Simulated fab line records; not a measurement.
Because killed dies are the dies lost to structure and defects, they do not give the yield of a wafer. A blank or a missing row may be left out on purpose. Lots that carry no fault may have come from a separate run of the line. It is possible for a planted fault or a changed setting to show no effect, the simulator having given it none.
A struck lot beside a sound one | flow sky130 | 24 out of 708 route steps
Sound: the wafers L723.3, L723.4, L723.5. The struck wafers were L716.2, L716.3, L716.6. The cause is named last.
Each step with rows lists, per side, the tool, then ch with its chambers, then its first start. Under that, the readings that differ: sound wafers | struck wafers | difference of the means | sigmas: that difference in standard deviations of wafers without a fault.
alike: readings whose means differ by less than 2 such deviations, and words and numbers that are the same on both sides. not compared: withheld readings, readings that some wafer has no value for, bounds like >300 that may hide the same value, and numbers for which the record gives no deviation and whose values overlap.
A row with sigmas, a row that says differs or no value, or rows on one side alone: a step with any of these is where the two part. When numbers do not overlap yet have no deviation, they are printed without sigmas and do not part them. Lack of a reading on every wafer of one side parts them only where that side has two or more wafers.

SKY_LI_CONTACT_SPUTTER_19: material Ti, target thk 20 nm, time 106.37 s.
  sound on pvd sputter-01, day 35 18:47; struck on pvd sputter-04, day 34 00:40
  alike: throttle valve pct
SKY_LI_CONTACT_SPUTTER_20: material TiN, target thk 20 nm, time 80 s.
  sound on pvd sputter-01, day 35 18:52; struck on pvd sputter-04, day 34 00:44
  alike: throttle valve pct
SKY_LI_CONTACT_CVD_21: deposits W, target thk 400 nm, time 120.56 s.
  sound on cvd w-02 ch 0,1, day 35 18:58; struck on cvd w-02 ch 0, day 34 00:48
  alike: heater power w
SKY_LI_CONTACT_RS_MEAS_22: the measuring method here is four-point-probe.
  sound on film metro-04, day 35 19:06; struck on film metro-03, day 34 00:57
  reading                  | sound             | struck            | difference | sigmas
  LI_CONTACT_W_RS (ohm/sq) | 0.293 0.296 0.296 | 0.290 0.286 0.286 | -0.008     | -2
SKY_LI_CONTACT_THK_MEAS_23: measures by xrf.
  sound on film metro-04, day 35 19:12; struck on film metro-03, day 34 01:04
  alike: LI_CONTACT_W_THK
SKY_LI_CONTACT_CMP_24: polishes, stops on PSG, t overpolish 20 s, target thk 0 nm.
  sound on cmp-02 ch 0,2,3, day 35 19:20; struck on cmp-02 ch 0,1,2, day 34 01:10
  alike: motor current A, overpolish run s, slurry flow ml min, time to endpoint s
then, 1 step without rows for these wafers: SKY_LOCAL_INTERCONNECT_SPUTTER_00 (material TiN, target thk 100 nm, time 83.3 s).
SKY_LOCAL_INTERCONNECT_RS_MEAS_01: the measuring method here is four-point-probe.
  sound on film metro-04, day 35 19:44; struck on film metro-01, day 34 01:29
  reading                            | sound             | struck            | difference | sigmas
  LOCAL_INTERCONNECT_TIN_RS (ohm/sq) | 14.05 14.06 14.06 | 14.60 14.42 14.43 | +0.43      | +2
SKY_LOCAL_INTERCONNECT_THK_MEAS_02: measures by xrf.
  sound on film metro-04, day 35 19:50; struck on film metro-01, day 34 01:36
  alike: LOCAL_INTERCONNECT_TIN_THK
then, 3 steps without rows for these wafers: SKY_LOCAL_INTERCONNECT_DEHYDRATE_03 (time 60 s); SKY_LOCAL_INTERCONNECT_HMDS_04 (prime time 60 s); SKY_LOCAL_INTERCONNECT_COAT_05 (resist thk 60 nm).
SKY_LOCAL_INTERCONNECT_COAT_06: resist thk 450 nm.
  sound on litho track-04 ch 0, day 36 09:00; struck on litho track-02 ch 0, day 34 14:00
  reading                                                   | sound                | struck               | difference | sigmas
  spin speed rpm (rpm)                                      | 2999.0 3001.2 3001.1 | 3126.6 3126.2 3125.7 | +125.7     | +52
  model.KrF-thick_of_LOCAL_INTERCONNECT_COAT_06.thk nm (nm) | 453.9 451.7 451.2    | 441.4 441.4 441.6    | -10.8      |
then, 4 steps without rows for these wafers: SKY_LOCAL_INTERCONNECT_SOFTBAKE_07 (time 90 s); SKY_LOCAL_INTERCONNECT_EXPOSE_08 (exposes mask LI1M, target cd 170 nm); SKY_LOCAL_INTERCONNECT_PEB_09; SKY_LOCAL_INTERCONNECT_DEVELOP_10 (develop time 60 s).
SKY_LOCAL_INTERCONNECT_CD_MEAS_11 targets a cd of 170 nm.
  sound on cd sem-01, day 36 22:38; struck on cd sem-01, day 35 04:11
  alike: cd nm
SKY_LOCAL_INTERCONNECT_OVL_MEAS_12:
  sound on overlay-01, day 36 22:44; struck on overlay-02, day 35 04:17
  alike: LOCAL_INTERCONNECT_OVL
SKY_LOCAL_INTERCONNECT_ETCH_13: etches BARC in N2/H2, stops on SiO2, time 45.9 s, target depth 60 nm.
  sound on rie metal-04 ch 0,1, day 36 22:46; struck on rie metal-04 ch 0,1, day 35 04:19
  alike: drypump motor current A, he backside leak sccm, oes product au, rf fwd power W, throttle valve pct
  not compared: rf hours counter h
SKY_LOCAL_INTERCONNECT_METAL_ETCH_14: etches TiN in Cl2/BCl3, stops on PSG, target depth 110 nm, time 30.26 s.
  sound on rie metal-04 ch 0,1, day 36 22:50; struck on rie metal-04 ch 0,1, day 35 04:23
  reading                                                   | sound           | struck            | difference | sigmas
  model.KrF-thick_of_LOCAL_INTERCONNECT_COAT_06.thk nm (nm) | 354 354.9 354.3 | 343.9 340.6 343.8 | -11.6      |
  alike: drypump motor current A, he backside leak sccm, oes product au, rf fwd power W, throttle valve pct
  not compared: rf hours counter h
SKY_LOCAL_INTERCONNECT_STRIP_15: strips in O2/N2.
  sound on plasma asher-04 ch 0,1, day 36 22:54; struck on plasma asher-04 ch 0,1, day 35 04:26
  reading                      | sound             | struck            | difference | sigmas
  strip time to endpoint s (s) | 4.774 4.795 4.784 | 4.691 4.625 4.680 | -0.119     | -4
  alike: drypump motor current A, oes product au
  not compared: rf hours counter h
then, 1 step without rows for these wafers: SKY_LOCAL_INTERCONNECT_STRIP_16 (strips in post etch residue remover, time 1200 s).
-- record jumps: 14 days separate the struck wafers' starts on either side; left off in module LOCAL_INTERCONNECT, taken up again in module PAD_OPEN, whose first shown step is the route's number 708 --
SKY_PAD_OPEN_PROBE_99:
  sound on prober-02, day 50 13:17; struck on prober-01, day 49 09:35
  alike: killed_at_M0_to_M3, killed_at_M4_up, killed at contacts, killed at front end, killed at other, killed dies, killed on rim, killed open, killed short

WHERE THEY PART
Earliest at SKY_LI_CONTACT_RS_MEAS_22; latest, in this record, at SKY_LOCAL_INTERCONNECT_STRIP_15. Later steps at which nothing parts them and some readings are alike: SKY_PAD_OPEN_PROBE_99.

WHY: the cause the simulator had injected
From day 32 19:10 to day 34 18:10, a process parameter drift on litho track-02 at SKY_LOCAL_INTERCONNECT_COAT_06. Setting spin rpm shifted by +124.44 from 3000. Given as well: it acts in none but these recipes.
